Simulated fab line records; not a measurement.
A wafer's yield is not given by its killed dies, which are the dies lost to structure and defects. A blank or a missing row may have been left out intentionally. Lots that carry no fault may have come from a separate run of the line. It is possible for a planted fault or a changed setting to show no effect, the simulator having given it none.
fab line records    flow sky130
record: lots: 12  wafers: 36  last_day: 50
route steps=708 shown METAL5@664 PASSIVATION@683 PAD_OPEN@701
lots that met no fault: taken from a fault-free run of the same line
start_h: start of the lot's first displayed wafer, in hours after the record's first day    wait_h: hours elapsed since this lot's preceding step    " as in the row above    L1.1+2: a row that stands for several wafers    - no value, or no start given    * or withheld: withheld    < > ~ a bound
route shown NAME@n: a module of which the file shows steps, and the number in the route of the first    usual: mean/standard deviation taken from wafers without a fault    same: alike in all rows    chamber/n: place in a boat    sites: per-site readings    _std_site: standard deviation across them    _edge_site: the outer-site mean with the inner-site mean subtracted    radius_mm: for every site, how far away it sits from the centre of the wafer    mask NAME#n: copy n    behind: tool/chamber where the wafer was last shaped    hold: why the lot was held/for how many hours/how that ended    device: transistor that didn't switch, given as n, p or np    end of line: tests of these same wafers at the route's end    a step given without rows: its recipe and nothing more    killed: not the wafer's yield, but the dies lost to structure and defects at the first sort    map: a wafer's dies, marking killed ones x, the rest . and places with no die _
set.NAME: the run value of the setting; set.NAME@STEP: its run value at that earlier step    model.NAME: the simulator's own value behind a step, which no gauge read
route steps across a sampled set of lots; one table per step, one row per wafer
services: a tool's chamber out of use, with start hour (start_h, from the record's first day; less than 0 if before it), hours out, and reason
== steps ==
step: SKY_METAL5_SPUTTER_03
recipe: material: Ti  target_thk_nm: 5  power_w: 3000  time_s: 3.3  chamber_pressure_pa: 0.4
usual: throttle_valve_pct: 29.5/0.86
same: time_s: 3.3
lot.wafer  tool            chamber  start_h  wait_h  throttle_valve_pct
L414.1     pvd_sputter-03  -        1017.04  0.0     29.2
L414.3     "               -        "        "       27.9
L414.6     "               -        "        "       27.8
L418.3     pvd_sputter-03  -        1028.98  0.0     30.9
L418.5     "               -        "        "       29.5
L418.6     "               -        "        "       30.8
L419.4     pvd_sputter-02  -        1036.44  0.0     29.0
L419.5     "               -        "        "       29.5
L419.6     "               -        "        "       28.6
L420.1     pvd_sputter-02  -        1043.22  0.0     29.6
L420.3     "               -        "        "       29.4
L420.4     "               -        "        "       28.5
L421.1     pvd_sputter-03  -        1050.69  0.0     30.6
L421.2     "               -        "        "       28.1
L421.3     "               -        "        "       29.5
L426.3     pvd_sputter-02  -        1078.45  0.0     30.0
L426.4     "               -        "        "       29.6
L426.5     "               -        "        "       29.4
L429.1     pvd_sputter-04  -        1096.18  0.0     28.7
L429.5     "               -        "        "       28.4
L429.6     "               -        "        "       30.7
L431.2     pvd_sputter-04  -        1109.28  0.0     28.7
L431.4     "               -        "        "       28.4
L431.6     "               -        "        "       29.9
L433.3     pvd_sputter-02  -        1126.42  0.0     29.5
L433.5     "               -        "        "       30.1
L433.6     "               -        "        "       29.4
L434.3     pvd_sputter-03  -        1132.47  0.0     30.8
L434.4     "               -        "        "       28.0
L434.6     "               -        "        "       30.5
L436.1     pvd_sputter-02  -        1145.92  0.0     29.8
L436.4     "               -        "        "       28.6
L436.6     "               -        "        "       28.4
L437.3     pvd_sputter-04  -        1157.98  0.0     31.8
L437.5     "               -        "        "       28.5
L437.6     "               -        "        "       30.7
step: SKY_METAL5_SPUTTER_04
recipe: material: TiN  target_thk_nm: 70  power_w: 6500  time_s: 58.3  chamber_pressure_pa: 0.4
usual: throttle_valve_pct: 29.5/0.87
same: time_s: 58.3
lot.wafer  tool            chamber  start_h  wait_h  throttle_valve_pct
L414.1     pvd_sputter-03  -        1017.06  0.0     29.1
L414.3     "               -        "        "       27.9
L414.6     "               -        "        "       28.1
L418.3     pvd_sputter-03  -        1029.00  0.0     30.8
L418.5     "               -        "        "       29.5
L418.6     "               -        "        "       30.7
L419.4     pvd_sputter-02  -        1036.46  0.0     29.1
L419.5     "               -        "        "       29.5
L419.6     "               -        "        "       28.7
L420.1     pvd_sputter-02  -        1043.24  0.0     29.2
L420.3     "               -        "        "       29.7
L420.4     "               -        "        "       28.6
L421.1     pvd_sputter-03  -        1050.70  0.0     30.8
L421.2     "               -        "        "       28.0
L421.3     "               -        "        "       29.6
L426.3     pvd_sputter-02  -        1078.47  0.0     29.9
L426.4     "               -        "        "       29.4
L426.5     "               -        "        "       29.7
L429.1     pvd_sputter-04  -        1096.20  0.0     28.7
L429.5     "               -        "        "       28.6
L429.6     "               -        "        "       30.8
L431.2     pvd_sputter-04  -        1109.30  0.0     28.6
L431.4     "               -        "        "       28.8
L431.6     "               -        "        "       29.8
L433.3     pvd_sputter-02  -        1126.44  0.0     29.3
L433.5     "               -        "        "       30.0
L433.6     "               -        "        "       29.7
L434.3     pvd_sputter-03  -        1132.49  0.0     30.6
L434.4     "               -        "        "       27.6
L434.6     "               -        "        "       30.9
L436.1     pvd_sputter-02  -        1145.94  0.0     29.9
L436.4     "               -        "        "       28.7
L436.6     "               -        "        "       28.7
L437.3     pvd_sputter-04  -        1158.00  0.0     31.6
L437.5     "               -        "        "       28.6
L437.6     "               -        "        "       30.4
step: SKY_PASSIVATION_CVD_02
recipe: material: Si3N4  target_thk_nm: 540  temp_c: 400  time_s: withheld  rf_w: 450
usual: heater_power_w: 693/84
lot.wafer  tool      chamber  start_h  wait_h  heater_power_w
L414.1     pecvd-01  1        1040.03  0.1     741
L414.3     "         2        "        "       739
L414.6     "         0        "        "       645
L418.3     pecvd-03  0        1051.99  0.0     692
L418.5     "         1        "        "       541
L418.6     "         2        "        "       637
L419.4     pecvd-03  1        1059.48  0.1     647
L419.5     "         2        "        "       688
L419.6     "         0        "        "       657
L420.1     pecvd-03  1        1065.01  0.1     603
L420.3     "         0        "        "       689
L420.4     "         0        "        "       732
L421.1     pecvd-04  1        1073.17  0.1     730
L421.2     "         0        "        "       810
L421.3     "         2        "        "       534
L426.3     pecvd-01  2        1099.98  0.0     691
L426.4     "         2        "        "       716
L426.5     "         1        "        "       794
L429.1     pecvd-01  2        1116.67  0.1     807
L429.5     "         2        "        "       700
L429.6     "         0        "        "       649
L431.2     pecvd-04  1        1129.23  0.0     775
L431.4     "         2        "        "       626
L431.6     "         0        "        "       668
L433.3     pecvd-03  0        1145.93  0.0     728
L433.5     "         2        "        "       674
L433.6     "         1        "        "       624
L434.3     pecvd-01  0        1152.07  0.0     648
L434.4     "         1        "        "       753
L434.6     "         0        "        "       641
L436.1     pecvd-04  2        1164.32  0.1     575
L436.4     "         1        "        "       856
L436.6     "         2        "        "       627
L437.3     pecvd-04  0        1175.80  0.0     808
L437.5     "         1        "        "       802
L437.6     "         0        "        "       676
step: SKY_PAD_OPEN_ETCH_07
recipe: chemistry: CF4/O2  target_depth_nm: 725  stop_on: AlCu  source_w: 791.1  bias_w: 150  pressure_mtorr: 150  cf4_flow_sccm: 80  O2_flow_sccm: 10  time_s: 161.1
usual: drypump_motor_current_A: 5.8/0.38  oes_product_au: 0.977/0.0075  throttle_valve_pct: 5.964/0.0097
same: time_s: 161.1
lot.wafer  tool         chamber  start_h  wait_h  drypump_motor_current_A  oes_product_au  rf_hours_counter_h  throttle_valve_pct
L414.1     rie_diel-01  3        1082.93  -       5.1                      0.972           14                  5.947
L414.3     "            2        "        "       5.4                      0.969           10                  5.963
L414.6     "            2        "        "       5.4                      0.982           -                   5.981
L418.3     rie_diel-04  0        1095.39  -       5.8                      0.980           13                  5.973
L418.5     "            1        "        "       6.2                      0.979           -                   5.969
L418.6     "            0        "        "       5.8                      0.981           -                   5.968
L419.4     rie_diel-01  2        1101.44  -       5.4                      0.983           11                  5.961
L419.5     "            3        "        "       5.1                      0.972           -                   5.969
L419.6     "            2        "        "       5.4                      0.986           -                   5.961
L420.1     rie_diel-01  0        1107.43  -       5.9                      0.971           13                  5.953
L420.3     "            3        "        "       5.1                      0.984           16                  5.974
L420.4     "            2        "        "       5.4                      0.982           11                  5.970
L421.1     rie_diel-03  2        1113.63  -       6.0                      0.978           23                  5.966
L421.2     "            3        "        "       6.3                      0.973           16                  5.966
L421.3     "            1        "        "       6.0                      0.970           5                   5.964
L426.3     rie_diel-03  3        1138.93  -       6.3                      0.973           17                  5.974
L426.4     "            1        "        "       6.0                      0.975           6                   5.961
L426.5     "            0        "        "       5.7                      0.976           -                   5.963
L429.1     rie_diel-01  3        1154.24  -       5.1                      0.979           17                  5.972
L429.5     "            1        "        "       5.6                      0.980           -                   5.968
L429.6     "            2        "        "       5.4                      0.982           -                   5.951
L431.2     rie_diel-03  3        1164.84  -       6.3                      0.973           18                  5.952
L431.4     "            2        "        "       6.0                      0.983           25                  5.948
L431.6     "            1        "        "       6.0                      0.969           -                   5.959
L433.3     rie_diel-03  1        1180.63  -       6.0                      0.965           8                   5.953
L433.5     "            3        "        "       6.3                      0.973           -                   5.953
L433.6     "            2        "        "       6.0                      0.981           -                   5.965
L434.3     rie_diel-04  0        1185.18  -       5.7                      0.973           16                  5.962
L434.4     "            1        "        "       6.2                      0.985           19                  5.979
L434.6     "            1        "        "       6.2                      0.987           -                   5.966
L436.1     rie_diel-01  3        1196.73  -       5.1                      0.977           19                  5.967
L436.4     "            3        "        "       5.1                      0.988           -                   5.983
L436.6     "            0        "        "       6.0                      0.978           -                   5.966
L437.3     rie_diel-04  3        1206.64  -       5.9                      0.979           26                  5.973
L437.5     "            0        "        "       5.7                      0.978           -                   5.959
L437.6     "            1        "        "       6.2                      0.989           -                   5.976
step: SKY_PAD_OPEN_PROBE_99
usual: defect_limited_yield: 82.5/1.8  killed_at_M0_to_M3: 45/6.8  killed_at_M4_up: 3.1/2  killed_at_contacts: 23/5.2  killed_at_front_end: 14/3.7  killed_at_other: 0.3/0.61  killed_dies: 86/9  killed_open: 46/6.9  killed_short: 39/6.4  sort_bin_3_pad_short: 0.9/0.44  sort_bin_5_function: 10.5/1.4  sort_bin_6_memory: 6.1/1.1  sort_bin_8_speed: 0.01/0.052  sort_n_pass: 406/9  sort_yield_pct: 82.5/1.8
same: gross_dies: 492  killed_at_back_side: 0  sort_bin_4_leakage[%]: 0
lot.wafer  tool       chamber  start_h  wait_h  defect_limited_yield[%]  killed_at_M0_to_M3  killed_at_M4_up  killed_at_contacts  killed_at_front_end  killed_at_other  killed_dies  killed_open  killed_short  sort_bin_3_pad_short[%]  sort_bin_5_function[%]  sort_bin_6_memory[%]  sort_bin_8_speed[%]  sort_n_pass  sort_yield_pct[%]
L414.1     prober-01  -        1085.43  0.1     85.2                     31                  3                23                  16                   0                73           41           32            0.2                      9.1                     5.5                   0                    419          85.2
L414.3     prober-01  -        1085.53  0.2     83.3                     43                  6                27                  5                    1                82           42           40            0.8                      11.0                    4.9                   0                    410          83.3
L414.6     prober-01  -        1085.68  0.2     83.5                     39                  1                30                  10                   1                81           43           38            0.4                      10.0                    6.1                   0                    411          83.5
L418.3     prober-01  -        1097.81  0.2     81.7                     48                  1                27                  14                   0                90           46           43            1.2                      11.0                    6.1                   0                    402          81.7
L418.5     prober-01  -        1097.91  0.2     81.9                     49                  3                19                  18                   0                89           48           40            0.2                      11.2                    6.7                   0                    403          81.9
L418.6     prober-01  -        1097.96  0.2     84.1                     43                  1                21                  12                   1                78           41           37            1.4                      9.8                     4.7                   0.20                 413          83.9
L419.4     prober-02  -        1103.92  0.2     83.9                     36                  6                24                  13                   0                79           44           35            1.0                      10.4                    4.7                   0                    413          83.9
L419.5     prober-02  -        1103.97  0.2     81.7                     43                  4                26                  17                   0                90           45           41            1.2                      10.2                    6.9                   0                    402          81.7
L419.6     prober-02  -        1104.02  0.2     77.6                     58                  6                28                  18                   0                110          65           44            1.0                      13.6                    7.7                   0                    382          77.6
L420.1     prober-01  -        1109.75  0.1     79.1                     56                  6                29                  12                   0                103          59           44            1.4                      11.8                    7.7                   0                    389          79.1
L420.3     prober-01  -        1109.85  0.2     81.5                     55                  0                25                  11                   0                91           59           32            0.6                      11.4                    6.5                   0                    401          81.5
L420.4     prober-01  -        1109.90  0.2     84.3                     44                  2                17                  14                   0                77           45           32            0.8                      8.9                     5.9                   0.20                 414          84.1
L421.1     prober-02  -        1116.03  0.1     81.3                     43                  5                25                  19                   0                92           54           38            0.4                      11.2                    7.1                   0                    400          81.3
L421.2     prober-02  -        1116.08  0.1     83.7                     46                  0                24                  10                   0                80           50           30            0.4                      11.0                    4.9                   0                    412          83.7
L421.3     prober-02  -        1116.13  0.2     79.7                     45                  1                41                  13                   0                100          53           47            1.2                      10.6                    8.5                   0                    392          79.7
L426.3     prober-01  -        1141.35  0.2     79.7                     51                  3                26                  20                   0                100          51           46            0.8                      13.6                    5.9                   0                    392          79.7
L426.4     prober-01  -        1141.40  0.2     84.1                     43                  2                17                  16                   0                78           42           35            0.2                      10.2                    5.5                   0                    414          84.1
L426.5     prober-01  -        1141.45  0.2     83.7                     43                  1                20                  16                   0                80           46           34            0.8                      7.9                     7.5                   0                    412          83.7
L429.1     prober-02  -        1156.56  0.1     78.5                     63                  4                22                  17                   0                106          54           52            0.8                      13.8                    6.9                   0                    386          78.5
L429.5     prober-02  -        1156.76  0.2     80.9                     44                  4                25                  20                   1                94           54           40            1.6                      10.0                    7.5                   0.20                 397          80.7
L429.6     prober-02  -        1156.81  0.2     82.9                     44                  4                24                  12                   0                84           44           40            0.6                      10.2                    6.3                   0                    408          82.9
L431.2     prober-02  -        1167.24  0.1     76.8                     49                  1                19                  12                   33               114          46           35            1.6                      14.8                    6.7                   0                    378          76.8
L431.4     prober-02  -        1167.34  0.2     76.6                     37                  3                21                  14                   40               115          45           30            1.8                      16.5                    5.1                   0                    377          76.6
L431.6     prober-02  -        1167.44  0.2     75.4                     55                  4                17                  16                   29               121          53           39            1.0                      16.1                    7.5                   0                    371          75.4
L433.3     prober-02  -        1183.05  0.2     77.6                     40                  2                20                  16                   32               110          39           37            3.0                      12.8                    6.5                   0                    382          77.6
L433.5     prober-02  -        1183.15  0.2     75.0                     46                  4                20                  15                   38               123          38           47            2.4                      15.2                    7.3                   0                    369          75.0
L433.6     prober-02  -        1183.20  0.2     76.0                     35                  3                30                  13                   37               118          40           41            3.5                      14.2                    6.3                   0                    374          76.0
L434.3     prober-01  -        1187.73  0.2     83.9                     44                  7                20                  7                    1                79           43           35            1.2                      9.6                     5.3                   0                    413          83.9
L434.4     prober-01  -        1187.78  0.2     79.9                     60                  0                25                  14                   0                99           54           45            1.0                      11.6                    7.5                   0                    393          79.9
L434.6     prober-01  -        1187.88  0.2     81.9                     41                  3                33                  11                   1                89           53           36            1.2                      9.1                     7.7                   0                    403          81.9
L436.1     prober-02  -        1199.06  0.1     80.7                     55                  8                16                  14                   2                95           46           46            1.0                      11.0                    7.3                   0                    397          80.7
L436.4     prober-02  -        1199.21  0.2     82.5                     39                  4                26                  17                   0                86           41           43            1.4                      10.4                    5.7                   0                    406          82.5
L436.6     prober-02  -        1199.31  0.2     81.1                     49                  6                25                  13                   0                93           48           43            0.6                      12.4                    5.9                   0                    399          81.1
L437.3     prober-02  -        1209.21  0.2     78.7                     56                  1                29                  19                   0                105          61           43            0.2                      15.2                    5.9                   0                    387          78.7
L437.5     prober-02  -        1209.31  0.2     82.1                     45                  9                23                  11                   0                88           38           50            0.8                      11.2                    5.9                   0                    404          82.1
L437.6     prober-02  -        1209.36  0.2     84.8                     41                  2                17                  15                   0                75           36           38            0.2                      10.8                    4.3                   0                    417          84.8
killed by level:class
L414.1 CONTACT:geometric_particle:open=8 LI_CONTACT:geometric_particle:open=6 VIA3:geometric_particle:open=6 FIELD_ISO:geometric_particle:open=5 POLY_GATE:geometric_particle:short=5 VIA1:geometric_particle:open=5 VIA2:geometric_particle:open=5 CONTACT:geometric_particle:short=4
L414.3 CONTACT:geometric_particle:open=11 VIA2:geometric_particle:open=7 VIA3:geometric_particle:open=7 VIA1:geometric_particle:open=6 METAL2:geometric_particle:short=6 LOCAL_INTERCONNECT:geometric_particle:short=5 CONTACT:geometric_particle:short=5 LI_CONTACT:geometric_particle:open=4
L414.6 LI_CONTACT:geometric_particle:open=8 VIA2:geometric_particle:open=8 CONTACT:geometric_particle:open=7 VIA1:geometric_particle:open=7 LOCAL_INTERCONNECT:geometric_particle:short=6 METAL1:geometric_particle:short=5 VIA3:geometric_particle:short=5 CONTACT:geometric_particle:short=4
L418.3 VIA1:geometric_particle:open=10 LI_CONTACT:geometric_particle:open=9 CONTACT:geometric_particle:open=8 METAL1:geometric_particle:short=8 VIA1:geometric_particle:short=8 VIA2:geometric_particle:open=7 CONTACT:geometric_particle:short=6 VIA3:geometric_particle:open=5
L418.5 LI_CONTACT:geometric_particle:open=10 VIA1:geometric_particle:open=10 VIA3:geometric_particle:open=8 VIA1:geometric_particle:short=7 VIA2:geometric_particle:open=7 FIELD_ISO:geometric_particle:short=6 METAL1:geometric_particle:short=5 CONTACT:geometric_particle:open=4
L418.6 VIA1:geometric_particle:open=13 METAL2:geometric_particle:short=7 CONTACT:geometric_particle:open=7 LI_CONTACT:geometric_particle:open=5 METAL1:geometric_particle:short=5 VIA3:geometric_particle:open=5 POLY_GATE:geometric_particle:short=4 LOCAL_INTERCONNECT:geometric_particle:short=4
L419.4 VIA1:geometric_particle:open=10 CONTACT:geometric_particle:open=9 FIELD_ISO:geometric_particle:open=7 LI_CONTACT:geometric_particle:open=6 METAL1:geometric_particle:short=6 VIA2:geometric_particle:open=6 METAL4:geometric_particle:short=5 LOCAL_INTERCONNECT:geometric_particle:short=4
L419.5 VIA1:geometric_particle:open=11 CONTACT:geometric_particle:open=10 VIA1:geometric_particle:short=10 VIA2:geometric_particle:open=9 LI_CONTACT:geometric_particle:open=5 FIELD_ISO:geometric_particle:short=4 CONTACT:geometric_particle:short=4 LOCAL_INTERCONNECT:geometric_particle:short=4
L419.6 VIA2:geometric_particle:open=12 VIA1:geometric_particle:open=11 CONTACT:geometric_particle:open=10 LI_CONTACT:geometric_particle:open=9 VIA3:geometric_particle:open=8 METAL1:geometric_particle:short=7 VIA1:geometric_particle:short=7 METAL3:geometric_particle:short=5
L420.1 VIA3:geometric_particle:open=12 CONTACT:geometric_particle:open=10 VIA1:geometric_particle:open=10 METAL1:geometric_particle:short=8 VIA3:geometric_particle:short=7 FIELD_ISO:geometric_particle:open=6 LI_CONTACT:geometric_particle:open=6 METAL2:geometric_particle:short=6
L420.3 VIA1:geometric_particle:open=20 CONTACT:geometric_particle:open=11 VIA2:geometric_particle:open=7 VIA3:geometric_particle:open=7 VIA1:geometric_particle:short=6 VIA3:geometric_particle:short=6 LI_CONTACT:geometric_particle:open=5 POLY_GATE:geometric_particle:open=4
L420.4 VIA1:geometric_particle:open=11 VIA3:geometric_particle:open=7 CONTACT:geometric_particle:open=5 VIA2:geometric_particle:open=5 FIELD_ISO:geometric_particle:open=4 POLY_GATE:geometric_particle:open=4 METAL2:geometric_particle:short=4 CONTACT:geometric_particle:short=4
L421.1 LI_CONTACT:geometric_particle:open=9 VIA1:geometric_particle:open=9 VIA3:geometric_particle:open=9 CONTACT:geometric_particle:open=8 FIELD_ISO:geometric_particle:open=7 METAL2:geometric_particle:short=6 SPACER:geometric_particle:open=5 METAL1:geometric_particle:short=5
L421.2 VIA2:geometric_particle:open=15 CONTACT:geometric_particle:open=8 VIA1:geometric_particle:open=8 FIELD_ISO:geometric_particle:short=5 LI_CONTACT:geometric_particle:open=5 LI_CONTACT:geometric_particle:short=5 VIA3:geometric_particle:open=5 METAL1:geometric_particle:short=4
L421.3 VIA1:geometric_particle:open=13 CONTACT:geometric_particle:open=13 LI_CONTACT:geometric_particle:short=9 LI_CONTACT:geometric_particle:open=9 LOCAL_INTERCONNECT:geometric_particle:short=8 VIA2:geometric_particle:open=7 METAL1:geometric_particle:short=6 SPACER:geometric_particle:short=4
L426.3 LI_CONTACT:geometric_particle:open=10 VIA1:geometric_particle:open=10 METAL2:geometric_particle:short=8 FIELD_ISO:geometric_particle:short=7 VIA2:geometric_particle:open=7 METAL1:geometric_particle:short=7 VIA1:geometric_particle:short=5 CONTACT:geometric_particle:short=4
L426.4 VIA1:geometric_particle:open=13 CONTACT:geometric_particle:open=8 VIA1:geometric_particle:short=8 FIELD_ISO:geometric_particle:open=5 FIELD_ISO:geometric_particle:short=5 VIA3:geometric_particle:open=5 LI_CONTACT:geometric_particle:open=4 CONTACT:geometric_particle:short=4
L426.5 CONTACT:geometric_particle:open=8 VIA3:geometric_particle:open=8 VIA2:geometric_particle:open=7 FIELD_ISO:geometric_particle:short=6 FIELD_ISO:geometric_particle:open=5 LI_CONTACT:geometric_particle:open=5 VIA1:geometric_particle:short=5 VIA1:geometric_particle:open=4
L429.1 VIA1:geometric_particle:open=15 VIA2:geometric_particle:open=11 LI_CONTACT:geometric_particle:open=8 METAL2:geometric_particle:short=8 METAL1:geometric_particle:short=7 VIA1:geometric_particle:short=7 CONTACT:geometric_particle:short=6 FIELD_ISO:geometric_particle:short=4
L429.5 VIA1:geometric_particle:open=13 CONTACT:geometric_particle:open=11 VIA2:geometric_particle:open=9 POLY_GATE:geometric_particle:short=6 LI_CONTACT:geometric_particle:open=6 METAL1:geometric_particle:short=6 VIA3:geometric_particle:open=6 FIELD_ISO:geometric_particle:short=5
L429.6 LI_CONTACT:geometric_particle:open=9 VIA1:geometric_particle:open=8 VIA1:geometric_particle:short=7 VIA2:geometric_particle:short=6 CONTACT:geometric_particle:open=6 CONTACT:geometric_particle:short=5 VIA3:geometric_particle:open=4 METAL1:geometric_particle:short=4
L431.2 PAD_OPEN:unspecified=33 VIA2:geometric_particle:open=11 VIA1:geometric_particle:open=8 METAL2:geometric_particle:short=6 VIA3:geometric_particle:open=6 LI_CONTACT:geometric_particle:open=5 LOCAL_INTERCONNECT:geometric_particle:short=5 FIELD_ISO:geometric_particle:open=4
L431.4 PAD_OPEN:unspecified=40 VIA1:geometric_particle:open=13 CONTACT:geometric_particle:open=13 FIELD_ISO:geometric_particle:short=6 VIA1:geometric_particle:short=5 VIA3:geometric_particle:open=5 FIELD_ISO:geometric_particle:open=3 VIA2:geometric_particle:short=3
L431.6 PAD_OPEN:unspecified=29 VIA2:geometric_particle:open=10 VIA1:geometric_particle:open=9 VIA3:geometric_particle:open=9 METAL3:geometric_particle:short=8 POLY_GATE:geometric_particle:open=5 LI_CONTACT:geometric_particle:open=5 METAL2:geometric_particle:short=5
L433.3 PAD_OPEN:unspecified=32 VIA1:geometric_particle:short=9 LI_CONTACT:geometric_particle:open=8 VIA1:geometric_particle:open=8 CONTACT:geometric_particle:open=7 METAL2:geometric_particle:short=6 VIA2:geometric_particle:open=5 METAL3:geometric_particle:short=4
L433.5 PAD_OPEN:unspecified=38 VIA1:geometric_particle:open=9 LI_CONTACT:geometric_particle:open=7 METAL1:geometric_particle:short=7 METAL2:geometric_particle:short=7 CONTACT:geometric_particle:short=6 FIELD_ISO:geometric_particle:open=5 VIA3:geometric_particle:short=5
L433.6 PAD_OPEN:unspecified=37 VIA1:geometric_particle:open=12 CONTACT:geometric_particle:short=9 CONTACT:geometric_particle:open=9 LI_CONTACT:geometric_particle:open=7 METAL1:geometric_particle:short=4 VIA2:geometric_particle:short=4 FIELD_ISO:geometric_particle:open=3
L434.3 VIA3:geometric_particle:open=13 METAL1:geometric_particle:short=9 CONTACT:geometric_particle:open=8 VIA2:geometric_particle:open=7 METAL4:geometric_particle:short=6 LI_CONTACT:geometric_particle:open=5 CONTACT:geometric_particle:short=5 FIELD_ISO:geometric_particle:open=4
L434.4 VIA1:geometric_particle:open=13 CONTACT:geometric_particle:open=12 VIA2:geometric_particle:open=11 METAL2:geometric_particle:short=10 METAL1:geometric_particle:short=6 FIELD_ISO:geometric_particle:short=5 CONTACT:geometric_particle:short=5 VIA1:geometric_particle:short=5
L434.6 CONTACT:geometric_particle:open=13 VIA3:geometric_particle:open=13 LI_CONTACT:geometric_particle:open=7 LI_CONTACT:geometric_particle:short=6 VIA1:geometric_particle:open=6 VIA2:geometric_particle:open=6 POLY_GATE:geometric_particle:short=4 CONTACT:geometric_particle:short=4
L436.1 VIA1:geometric_particle:open=17 METAL1:geometric_particle:short=7 POLY_GATE:geometric_particle:short=6 METAL2:geometric_particle:short=6 LI_CONTACT:geometric_particle:open=5 VIA3:geometric_particle:open=5 VIA3:geometric_particle:short=5 CONTACT:geometric_particle:open=4
L436.4 CONTACT:geometric_particle:open=9 VIA1:geometric_particle:short=8 METAL2:geometric_particle:short=8 LI_CONTACT:geometric_particle:open=7 VIA1:geometric_particle:open=5 FIELD_ISO:geometric_particle:short=4 POLY_GATE:geometric_particle:short=4 POLY_GATE:geometric_particle:open=4
L436.6 VIA1:geometric_particle:open=13 METAL1:geometric_particle:short=12 LI_CONTACT:geometric_particle:open=9 VIA2:geometric_particle:open=8 CONTACT:geometric_particle:open=7 CONTACT:geometric_particle:short=5 VIA1:geometric_particle:short=5 FIELD_ISO:geometric_particle:short=4
L437.3 VIA1:geometric_particle:open=11 LI_CONTACT:geometric_particle:open=11 CONTACT:geometric_particle:open=10 METAL2:geometric_particle:short=10 VIA2:geometric_particle:open=9 VIA3:geometric_particle:open=9 FIELD_ISO:geometric_particle:short=7 VIA3:geometric_particle:short=6
L437.5 VIA1:geometric_particle:open=12 VIA1:geometric_particle:short=8 METAL4:geometric_particle:short=8 CONTACT:geometric_particle:open=7 VIA3:geometric_particle:open=6 LOCAL_INTERCONNECT:geometric_particle:short=6 FIELD_ISO:geometric_particle:short=5 METAL2:geometric_particle:short=5
L437.6 VIA1:geometric_particle:open=11 CONTACT:geometric_particle:short=7 FIELD_ISO:geometric_particle:short=5 METAL1:geometric_particle:short=5 VIA2:geometric_particle:open=5 VIA3:geometric_particle:open=5 METAL2:geometric_particle:short=4 LI_CONTACT:geometric_particle:open=3
== services ==
tool            chamber  start_h  hours  kind
rie_diel-04     0        1000.48  5.6    repair
pecvd-03        1        1018.19  13.3   repair
pecvd-01        0        1022.18  3.4    repair
pvd_sputter-02  -        1025.53  7.7    repair
rie_diel-04     3        1030.54  4.0    repair
rie_diel-01     1        1054.73  29.8   repair
pvd_sputter-03  -        1095.39  6.2    repair
pvd_sputter-03  -        1099.42  25.4   repair
pecvd-04        1        1107.49  16.0   repair
pecvd-04        -        1116.57  1.2    repair
pecvd-03        -        1120.28  2.6    repair
rie_diel-01     -        1126.04  3.9    repair
pvd_sputter-03  -        1139.79  9.0    repair
pvd_sputter-02  -        1143.59  1.2    repair
rie_diel-03     0        1145.05  5.7    repair
pecvd-03        -        1150.90  2.8    pm
rie_diel-03     -        1151.81  2.8    pm
pecvd-04        0        1157.86  6.6    repair
pecvd-04        0        1167.03  4.9    repair
rie_diel-03     2        1167.62  4.2    repair
pecvd-03        2        1169.90  3.4    repair
rie_diel-01     2        1194.50  12.9   repair
pecvd-03        -        1197.82  1.1    repair
pvd_sputter-04  -        1198.61  2.1    repair
== key ==
first_sign: step: SKY_PAD_OPEN_PROBE_99  reading: killed_at_other  direction: up  sigmas: 34  usual: 0.3  struck: 34.8
effect: step: SKY_PAD_OPEN_PROBE_99  reading: defect_limited_yield  direction: down  sigmas: 3.4  usual: 82.5  struck: 76.3
met_at SKY_PAD_OPEN_ETCH_07
struck_lots L431,L433
not_acting_at SKY_METAL5_SPUTTER_03,SKY_METAL5_SPUTTER_04,SKY_PASSIVATION_CVD_02
onset_between 1138.93 1164.84
fault: kind: chamber_particle_source  tool: rie_diel-03  chamber: -  onset_h: 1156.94  steps: SKY_PAD_OPEN_ETCH_07  rate_per_visit_cm2: 0.57489  end_h: 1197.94
